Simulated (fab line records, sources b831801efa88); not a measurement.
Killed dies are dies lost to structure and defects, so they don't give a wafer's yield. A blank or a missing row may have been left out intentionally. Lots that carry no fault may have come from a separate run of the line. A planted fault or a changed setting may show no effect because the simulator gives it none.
Chamber matching :: flow sfqLine :: rieDiel-01 running SFQ_TRILAYER_C5_BARC_OPEN_VIA_ETCH_210: 4 sister chambers
The step etches BARC in O2, target depth 125 nm, time 41.7 s. 14 wafers are shown with their chamber, then 6 later ones without.

== WAFERS, EACH WITH ITS CHAMBER ==
wafer: L219.2
chamber: 2
drypumpMotorCurrentA (A): 6.1
rfFwdPowerW (W): 495.7
oesProductAu (a.u.): 0.684

wafer: L219.3
chamber: 2
drypumpMotorCurrentA (A): 6.1
rfFwdPowerW (W): 495.8
oesProductAu (a.u.): 0.677

wafer: L219.5
chamber: 2
drypumpMotorCurrentA (A): 6.1
rfFwdPowerW (W): 496.5
oesProductAu (a.u.): 0.686

wafer: L220.2
chamber: 2
drypumpMotorCurrentA (A): 6.1
rfFwdPowerW (W): 495.0
oesProductAu (a.u.): 0.686

wafer: L220.4
chamber: 1
drypumpMotorCurrentA (A): 5.8
rfFwdPowerW (W): 495.2
oesProductAu (a.u.): 0.681

wafer: L220.6
chamber: 1
drypumpMotorCurrentA (A): 5.9
rfFwdPowerW (W): 495.9
oesProductAu (a.u.): 0.694

wafer: L223.1
chamber: 3
drypumpMotorCurrentA (A): 5.8
rfFwdPowerW (W): 494.1
oesProductAu (a.u.): 0.683

wafer: L223.3
chamber: 0
drypumpMotorCurrentA (A): 4.8
rfFwdPowerW (W): 498.1
oesProductAu (a.u.): 0.691

wafer: L223.5
chamber: 3
drypumpMotorCurrentA (A): 5.8
rfFwdPowerW (W): 494.3
oesProductAu (a.u.): 0.685

wafer: L225.2
chamber: 2
drypumpMotorCurrentA (A): 6.1
rfFwdPowerW (W): 496.8
oesProductAu (a.u.): 0.692

wafer: L225.3
chamber: 0
drypumpMotorCurrentA (A): 4.8
rfFwdPowerW (W): 495.6
oesProductAu (a.u.): 0.682

wafer: L225.5
chamber: 0
drypumpMotorCurrentA (A): 4.8
rfFwdPowerW (W): 494.3
oesProductAu (a.u.): 0.683

wafer: L228.1
chamber: 0
drypumpMotorCurrentA (A): 4.8
rfFwdPowerW (W): 499.2
oesProductAu (a.u.): 0.687

wafer: L228.3
chamber: 1
drypumpMotorCurrentA (A): 5.9
rfFwdPowerW (W): 495.3
oesProductAu (a.u.): 0.691

SIGNATURES, as means of the wafers listed above
reading: drypumpMotorCurrentA
chamber 0: 4.800
chamber 1: 5.867
chamber 2: 6.100
chamber 3: 5.800
scatter within a chamber: 0.0258

reading: rfFwdPowerW
chamber 0: 496.800
chamber 1: 495.467
chamber 2: 495.960
chamber 3: 494.200
scatter within a chamber: 1.32

reading: oesProductAu
chamber 0: 0.68575
chamber 1: 0.68867
chamber 2: 0.68500
chamber 3: 0.68400
scatter within a chamber: 0.00511
Rule: for each reading, subtract the chamber's mean from the wafer's reading, divide by that reading's scatter and square the result; add these up over the readings and take the root, which gives the wafer's distance from the chamber. The wafer belongs to the nearest chamber; if the next one is less than 2 further off, it can't be placed. The scatter is the square root of a quotient: the sum, over the shown wafers, of each reading's squared deviation from its chamber's mean, divided by wafers minus chambers.

== WAFERS MISSING THEIR CHAMBER ==
wafer: L228.6
drypumpMotorCurrentA (A): 5.8
rfFwdPowerW (W): 493.4
oesProductAu (a.u.): 0.698

wafer: L229.3
drypumpMotorCurrentA (A): 4.8
rfFwdPowerW (W): 494.3
oesProductAu (a.u.): 0.681

wafer: L229.5
drypumpMotorCurrentA (A): 6.1
rfFwdPowerW (W): 497.5
oesProductAu (a.u.): 0.693

wafer: L242.2
drypumpMotorCurrentA (A): 4.8
rfFwdPowerW (W): 496.2
oesProductAu (a.u.): 0.685

wafer: L242.5
drypumpMotorCurrentA (A): 5.8
rfFwdPowerW (W): 495.3
oesProductAu (a.u.): 0.693

wafer: L242.6
drypumpMotorCurrentA (A): 6.1
rfFwdPowerW (W): 495.1
oesProductAu (a.u.): 0.684

== THE CHAMBER EACH PASSED THROUGH ==
wafer: L228.6
from the rows above: can't be placed: 3 or 1
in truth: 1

wafer: L229.3
from the rows above: 0
in truth: 0

wafer: L229.5
from the rows above: 2
in truth: 2

wafer: L242.2
from the rows above: 0
in truth: 0

wafer: L242.5
from the rows above: can't be placed: 3 or 1
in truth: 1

wafer: L242.6
from the rows above: 2
in truth: 2
Correct placement for 4 of the 6. Not placeable from these rows: 2 (in 2, the candidates include the true chamber). Number placed wrongly: 0.
